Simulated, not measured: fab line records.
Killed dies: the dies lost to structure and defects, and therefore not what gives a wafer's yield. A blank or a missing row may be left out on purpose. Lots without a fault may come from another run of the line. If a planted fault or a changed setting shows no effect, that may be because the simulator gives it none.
2 desks, one fault + flow sky130 + each desk holds nothing but its own numbers, with what lay behind them at the end

AT THE TOOL OWNER'S DESK: pvd sputter-04
At SKY_METAL3_SPUTTER_04 (material TiN, target thk 70 nm, time 58.3 s) the tool's own readings: per lot run on this tool, the mean of the sampled wafers that have a number. Any lot whose mean is over 4 standard deviations away from the usual mean is out of limits and marked OUT; that distance is given in the brackets.
Columns: A = cathode dc power W at SKY_METAL3_SPUTTER_04, usual 6500.1 W; B = throttle valve pct at SKY_METAL3_SPUTTER_04, usual 30.3 %
| lot  | first seen here | A                        | B    |
|------|-----------------|--------------------------|------|
| L134 | day 36 23:10    | 6500.9                   | 30.0 |
| L135 | day 37 13:21    | 6499.2                   | 30.7 |
| L137 | day 38 01:09    | 5559.0 (-99 or more) OUT | 29.9 |
| L138 | day 38 03:03    | 5558.6 (-99 or more) OUT | 31.1 |
| L139 | day 38 15:13    | 5557.4 (-99 or more) OUT | 29.9 |
| L148 | day 41 02:29    | 6500.8                   | 30.4 |
| L149 | day 41 15:19    | 6500.7                   | 29.9 |
| L150 | day 41 19:26    | 6499.6                   | 29.7 |
| L156 | day 43 15:07    | 6500.5                   | 30.4 |
This desk finds L137, L138, L139 out of limits, L137 being first, at day 38 01:09 (cathode dc power W at SKY_METAL3_SPUTTER_04). L134, L135, L148, L149, L150, L156: within limits.

THE METROLOGY DESK
What the gauges read for every lot (on any tool): the sampled wafers with a number, averaged. Any lot whose mean is over 4 standard deviations away from the usual mean is out of limits and marked OUT; that distance is given in the brackets.
Columns: A = METAL2_OVL at SKY_METAL2_OVL_MEAS_16, usual 0 nm
| lot  | first seen here | A   |
|------|-----------------|-----|
| L134 | day 35 19:04    | -4  |
| L135 | day 36 08:38    | -1  |
| L137 | day 36 20:23    | -6  |
| L138 | day 36 22:45    | 5   |
| L139 | day 37 10:47    | 0   |
| L148 | day 39 22:34    | 0   |
| L149 | day 40 12:05    | 7   |
| L150 | day 40 16:35    | -12 |
| L153 | day 41 04:05    | 3   |
| L154 | day 41 19:23    | -2  |
| L156 | day 42 12:57    | 5   |
Finding of this desk: none of the 11 lots has anything out of limits.

BROUGHT TOGETHER
On L137, L138, L139, at day 38 01:09, an alarm was possible from the tool owner's desk.
From the metrology desk's view, nothing was out of limits.
The metrology desk holds a record of L137, L138, L139, inside its limits.
Of the lots named, all ran SKY_METAL3_SPUTTER_04 on pvd sputter-04.

WHAT WAS PUT IN BY THE SIMULATOR
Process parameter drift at SKY_METAL3_SPUTTER_04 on pvd sputter-04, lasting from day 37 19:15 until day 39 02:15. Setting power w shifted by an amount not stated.
Lots struck among those shown: L137, L138, L139.
Delay in hours, fault start to first out-of-limits reading, by desk: the tool owner's desk at 6.
